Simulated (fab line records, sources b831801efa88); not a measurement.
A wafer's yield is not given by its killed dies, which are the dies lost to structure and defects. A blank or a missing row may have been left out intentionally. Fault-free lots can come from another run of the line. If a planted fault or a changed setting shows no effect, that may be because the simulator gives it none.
The tool behind it: which one? + flow sky130 + route of 708 steps, sampled at 1 step: 7 lots, 21 wafers

## WHAT EACH GAUGE READ, for each wafer
SKY_VIA4_OVL_MEAS_11.
| lot  | measured     | on         | VIA4_OVL (nm)  |
|------|--------------|------------|----------------|
| L741 | day 43 07:41 | overlay-02 | -0.3 -1.3 -0.4 |
| L743 | day 44 00:23 | overlay-01 | 1.0 -0.3 0.6   |
| L746 | day 44 22:29 | overlay-01 | -1.2 0.2 0.7   |
| L752 | day 47 06:08 | overlay-02 | -1.5 -1.2 -2.2 |
| L754 | day 47 07:50 | overlay-01 | -0.6 0.4 0.5   |
| L757 | day 47 16:39 | overlay-02 | -1.5 -1.3 -0.8 |
| L760 | day 48 14:35 | overlay-02 | 2.5 1.2 1.3    |

## EACH LOT AND THE TOOL THAT RAN IT (in order: tool; ch and the chambers of the sampled wafers; start)
Before these readings, the record contains no process step.

## THE ANSWER, worked out from the rows above alone
Rule: the lots themselves supply what counts as usual. The widest of any qualifying gaps counts: lots, ordered by their means at a reading, are off when they make up no more than a third of the lots, leave a main group of 4 or more, and stand apart from it by 3 or more times the standard deviation of that group's means. If all means in a main group match to the digits the tables above print for the reading, that group is not used. Also off: a lot with no number at a reading for which 4 or more lots have one. Any other lot the step has rows for is counted as sound.
No lot is off at any reading shown: from this, nothing can be told.

## WHAT WAS PUT IN BY THE SIMULATOR
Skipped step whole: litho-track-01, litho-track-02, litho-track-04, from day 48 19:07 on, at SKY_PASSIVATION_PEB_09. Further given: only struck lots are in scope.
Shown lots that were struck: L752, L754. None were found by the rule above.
